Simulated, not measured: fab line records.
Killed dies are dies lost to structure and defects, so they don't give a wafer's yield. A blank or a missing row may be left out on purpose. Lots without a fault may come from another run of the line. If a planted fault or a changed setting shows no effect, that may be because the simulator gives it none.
Chamber matching + flow gf180mcu + 4 sister chambers for GF_STI_ETCH_13 on rie-diel-02
The step etches the open film in CHF3/O2, stops on Si, target depth 282.31 nm, time 112.9 s. 18 wafers are shown with their chamber, then 9 later ones without.

== WAFERS WITH THEIR CHAMBER ==
| wafer  | chamber | drypump-motor-current-A (A) | bias-w (W) | throttle-valve-pct (%) |
|--------|---------|-----------------------------|------------|------------------------|
| L075.4 | 1       | 6.13                        | 199.2      | 8.799                  |
| L075.5 | 3       | 5.81                        | 201.0      | 8.817                  |
| L075.6 | 2       | 6.37                        | 200.1      | 8.820                  |
| L077.3 | 0       | 5.67                        | 199.1      | 8.833                  |
| L077.4 | 1       | 6.11                        | 200.0      | 8.828                  |
| L077.5 | 2       | 6.36                        | 199.8      | 8.827                  |
| L078.3 | 1       | 6.13                        | 199.5      | 8.797                  |
| L078.4 | 0       | 5.68                        | 200.2      | 8.812                  |
| L078.6 | 1       | 6.15                        | 199.1      | 8.817                  |
| L080.1 | 0       | 5.67                        | 200.1      | 8.809                  |
| L080.2 | 3       | 5.78                        | 200.8      | 8.807                  |
| L080.3 | 1       | 6.13                        | 200.3      | 8.813                  |
| L086.2 | 1       | 6.15                        | 200.5      | 8.808                  |
| L086.3 | 3       | 5.79                        | 199.6      | 8.804                  |
| L086.4 | 2       | 6.39                        | 199.5      | 8.815                  |
| L087.4 | 2       | 6.39                        | 199.7      | 8.813                  |
| L087.5 | 3       | 5.75                        | 200.3      | 8.798                  |
| L087.6 | 2       | 6.41                        | 200.0      | 8.796                  |

SIGNATURES (averages over the wafers above)
| reading                 | chamber 0 | chamber 1 | chamber 2 | chamber 3 | scatter within a chamber |
|-------------------------|-----------|-----------|-----------|-----------|--------------------------|
| drypump-motor-current-A | 5.6733    | 6.1333    | 6.3840    | 5.7825    | 0.0181                   |
| bias-w                  | 199.800   | 199.767   | 199.820   | 200.425   | 0.524                    |
| throttle-valve-pct      | 8.81800   | 8.81033   | 8.81420   | 8.80650   | 0.0111                   |
Rule: for each reading, subtract the chamber's mean from the wafer's reading, divide by that reading's scatter and square the result; add these up over the readings and take the root, which gives the wafer's distance from the chamber. The wafer belongs to the nearest chamber; if the next one is less than 2 further off, it can't be placed. The scatter: take each reading less its chamber's mean, square it, sum over the shown wafers, divide by the number of wafers less the number of chambers, and take the root.

== WAFERS WHOSE CHAMBER IS MISSING ==
| wafer  | drypump-motor-current-A (A) | bias-w (W) | throttle-valve-pct (%) |
|--------|-----------------------------|------------|------------------------|
| L089.3 | 5.66                        | 199.6      | 8.808                  |
| L089.4 | 5.67                        | 199.7      | 8.806                  |
| L089.5 | 5.75                        | 199.7      | 8.811                  |
| L092.2 | 5.77                        | 198.9      | 8.804                  |
| L092.5 | 5.81                        | 199.4      | 8.821                  |
| L092.6 | 5.65                        | 200.0      | 8.814                  |
| L093.1 | 5.78                        | 200.1      | 8.820                  |
| L093.3 | 6.39                        | 199.5      | 8.791                  |
| L093.6 | 6.42                        | 200.1      | 8.803                  |

== WHICH CHAMBER EACH ONE RAN IN ==
| wafer  | from the rows above     | in truth |
|--------|-------------------------|----------|
| L089.3 | 0                       | 0        |
| L089.4 | 0                       | 0        |
| L089.5 | can't be placed: 3 or 0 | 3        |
| L092.2 | 3                       | 3        |
| L092.5 | 3                       | 3        |
| L092.6 | 0                       | 0        |
| L093.1 | 3                       | 3        |
| L093.3 | 2                       | 2        |
| L093.6 | 2                       | 2        |
Placed correctly: 8 of 9. From these rows, 1 cannot be placed; in 1 the true chamber is one of the candidates. Wrongly placed: 0.
